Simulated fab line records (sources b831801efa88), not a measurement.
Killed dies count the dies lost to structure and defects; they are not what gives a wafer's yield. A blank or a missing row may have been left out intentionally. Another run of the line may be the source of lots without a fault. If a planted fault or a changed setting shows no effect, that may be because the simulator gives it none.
Problem report, 8D (eight disciplines) form, completed by code    flow gf180mcu    the parts of the form that need people (team, actions taken, sign-off) are left out

1. THE PROBLEM
spike_tc_centre_C at GF_DUAL_GATE_OXIDATION_15 reads a mean of 829.1 C on 9 wafers of 3 lots; wafers without a fault read 849.6 C with a standard deviation of 0.94. Measured from the usual mean, that is -22 standard deviations.
The step: stabilise 600 s, purge 300 s, target thk 7.098 nm.
The first sign was on wafer L101.2 at day 13 03:52, on furnace-02. The record has a number at this step for 39 wafers belonging to 13 lots. Rule for "out", or "out of limits": more than 4 standard deviations from the usual mean. The other wafers with a number count as sound.

2. WHAT IT IS, AND WHAT IT ISN'T
question                     is                                                                                        is not
which readings at this step  spike_tc_centre_C, spike_tc_bottom_C, spike_tc_lower_C, spike_tc_top_C, spike_tc_upper_C  -
which lots                   L101, L102, L105                                                                          L103, L106, L985, L986, L988, L989, L990, L995, L996, L997
which wafers of those lots   all that have a number                                                                    -
read on which tools          furnace-02                                                                                furnace-01
when                         from day 13 03:52                                                                         up to then (24 sound wafers); but 6 sound wafers of L103, L106 came after

3. WHAT RULES OUT EACH SUSPECT
Counting: a tool at a process step up to the reading stays a suspect if it ran every lot that is out and no sound lot after the first of them.
- furnace-02 at GF_DUAL_GATE_OXIDATION_15 (stabilise 600 s, purge 300 s, target thk 7.098 nm): kept. It processed each lot that is out, first L101 at day 13 03:52, and no sound lot thereafter; up to then, the last sound lot it processed was L996 at day 11 15:11. Its own readings are out on those wafers: spike_tc_bottom_C, spike_tc_centre_C, spike_tc_lower_C, spike_tc_top_C, spike_tc_upper_C.
Remaining after the count: furnace-02 at GF_DUAL_GATE_OXIDATION_15.

4. THE CAUSE (what the simulator had put in)
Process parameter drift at GF_DUAL_GATE_OXIDATION_15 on furnace-02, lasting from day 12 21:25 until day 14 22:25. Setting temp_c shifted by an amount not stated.
The count eliminated every tool but this one.

5. THE EFFECT CHAIN, in route order
Rows list readings where the struck wafers' mean (over those with a number) sits beyond 3 standard deviations from the usual. Scope: only readings with a usual standard deviation given in the record; hours: median across lots of the time from each lot's start at the first step in this table that gives one to its start at this step; sigmas: change in usual standard deviations.
hours  step                       reading            usual    on struck wafers  change  sigmas
0      GF_DUAL_GATE_OXIDATION_15  spike_tc_bottom_C  864.4 C  844.3             -20.1   -17
0      GF_DUAL_GATE_OXIDATION_15  spike_tc_centre_C  849.6 C  829.1             -20.5   -22
0      GF_DUAL_GATE_OXIDATION_15  spike_tc_lower_C   850.6 C  830.4             -20.2   -20
0      GF_DUAL_GATE_OXIDATION_15  spike_tc_top_C     861.1 C  841.8             -19.3   -11
0      GF_DUAL_GATE_OXIDATION_15  spike_tc_upper_C   850.0 C  829.7             -20.3   -20
Process steps it contains:
- GF_DUAL_GATE_OXIDATION_15: stabilise 600 s, purge 300 s, target thk 7.098 nm.

6. HOW IT WOULD HAVE BEEN CAUGHT EARLIER
First out-of-limits reading in this record: day 13 03:52, which is 6 hours after fault onset at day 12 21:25.
